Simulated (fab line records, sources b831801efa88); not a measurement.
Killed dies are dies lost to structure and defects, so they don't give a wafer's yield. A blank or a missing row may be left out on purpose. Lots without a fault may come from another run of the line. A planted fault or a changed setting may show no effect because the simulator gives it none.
Which tool did it? | flow sfq_line | 7 lots, 21 wafers sampled, at 1 step of a route of 325

WHAT THE GAUGES READ, wafer by wafer
SFQ_M0_OVL_MEAS_906.
lot  | measured     | on         | M0_OVL (nm)
L442 | day 12 13:08 | overlay-01 | 3 10 -4
L444 | day 13 04:43 | overlay-02 | -5 -1 -1
L450 | day 15 06:07 | overlay-01 | -1 -1 0
L454 | day 16 13:19 | overlay-02 | 3 -3 -4
L456 | day 17 10:25 | overlay-01 | -8 -5 4
L462 | day 19 21:08 | overlay-02 | -5 -5 -7
L464 | day 20 11:24 | overlay-02 | -11 -13 -7

WHICH TOOL RAN EACH LOT (tool, then ch and the chambers of the sampled wafers, then the start)
The record holds no process step before these readings.

THE ANSWER, worked out from the rows above alone
Rule: what is usual is taken from the lots themselves. Put in order of their means at a reading, lots are off if they are a third of the lots or fewer, leave a main group of 4 or more, and stand apart from it by a gap of 3 or more times the standard deviation of the main group's means; of several such gaps the widest counts. A main group whose means are all the same, to the digits that the tables above print for the reading, isn't used. A lot without any number at a reading at which 4 lots or more have one is off too. The other lots that the step has rows for count as sound.
No lot is off at any reading shown: from this, nothing can be told.

WHAT THE SIMULATOR HAD PUT IN
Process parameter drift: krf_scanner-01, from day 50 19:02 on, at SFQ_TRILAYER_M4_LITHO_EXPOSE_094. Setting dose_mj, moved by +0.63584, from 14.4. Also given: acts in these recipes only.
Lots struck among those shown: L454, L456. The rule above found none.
